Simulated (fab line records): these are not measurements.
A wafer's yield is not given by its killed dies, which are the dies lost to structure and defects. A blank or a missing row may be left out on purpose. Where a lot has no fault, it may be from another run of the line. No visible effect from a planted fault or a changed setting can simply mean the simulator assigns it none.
Struck lot and sound lot, side by side    flow sky130    14 steps out of a route of 708
Sound: these wafers, L923.1, L923.5, L923.6. Wafers L928.1, L928.2, L928.4 were the ones struck. The cause is given at the end.
For every step that has rows: the tool of each side, followed by ch and its chambers, followed by its first start. Under that, the readings that differ: sound wafers    struck wafers    difference of the means    sigmas: that difference in standard deviations of wafers without a fault.
alike: words and numbers the same on both sides, and readings whose means are apart by under 2 such deviations; not compared: readings that were withheld, readings missing a value for some wafer, numbers with overlapping values and no deviation given by the record, and bounds like >300 which may hide the same value.
A row with sigmas, a row that says differs or no value, or rows on one side alone: a step with any of these is where the two part. Numbers that have no deviation but don't overlap get no sigmas and don't part them. A reading missing from all wafers of one side parts the sides only when that side holds two or more wafers.

first, 4 steps without rows for these wafers: SKY_LDD_HVN_SOFTBAKE_03 (time 60 s); SKY_LDD_HVN_EXPOSE_04 (exposes mask HVNTM, target cd 700 nm); SKY_LDD_HVN_PEB_05; SKY_LDD_HVN_DEVELOP_06 (develop time 60 s).
SKY_LDD_HVN_OVL_MEAS_07:
  sound: overlay-02 at day 22 12:36; struck: overlay-02 at day 23 19:15
  alike: LDD_HVN_OVL
then, 1 step without rows for these wafers: SKY_LDD_HVN_IMPLANT_08.
SKY_LDD_HVN_STRIP_09: strips in O2/N2.
  sound on plasma-asher-03 ch 0,1, day 22 12:47; struck on plasma-asher-03 ch 0,1, day 23 19:26
  alike: drypump-motor-current-A, oes-product-au, strip-time-to-endpoint-s
  not compared: rf-hours-counter-h
SKY_LDD_HVN_TW_MEAS_10:
  sound: film-metro-04 at day 22 12:53; struck: film-metro-01 at day 23 19:34
  alike: LDD_HVN_TW
then, 4 steps without rows for these wafers: SKY_LDD_HVP_DEHYDRATE_00 (time 60 s); SKY_LDD_HVP_HMDS_01 (prime time 60 s); SKY_LDD_HVP_COAT_02 (resist thk 300 nm); SKY_LDD_HVP_SOFTBAKE_03 (time 60 s).
SKY_LDD_HVP_EXPOSE_04: exposes mask HVPTM, target cd 700 nm.
  sound on iline-stepper-01 ch 0, day 23 04:46; struck on iline-stepper-02, day 24 11:10
  no value came back on the struck wafers for exposure-dose-mJ-cm2, focus-offset-nm (nm); on the sound wafers exposure-dose-mJ-cm2 reads 86.10 86.04 86.01
  alike: mask
then, 1 step without rows for these wafers: SKY_LDD_HVP_PEB_05.

## WHERE THEY PART
Within this record, at SKY_LDD_HVP_EXPOSE_04 only.

WHY: the cause the simulator had injected
Whole step skipped at SKY_LDD_HVP_EXPOSE_04 on iline-stepper-02, starting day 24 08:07. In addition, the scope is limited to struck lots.
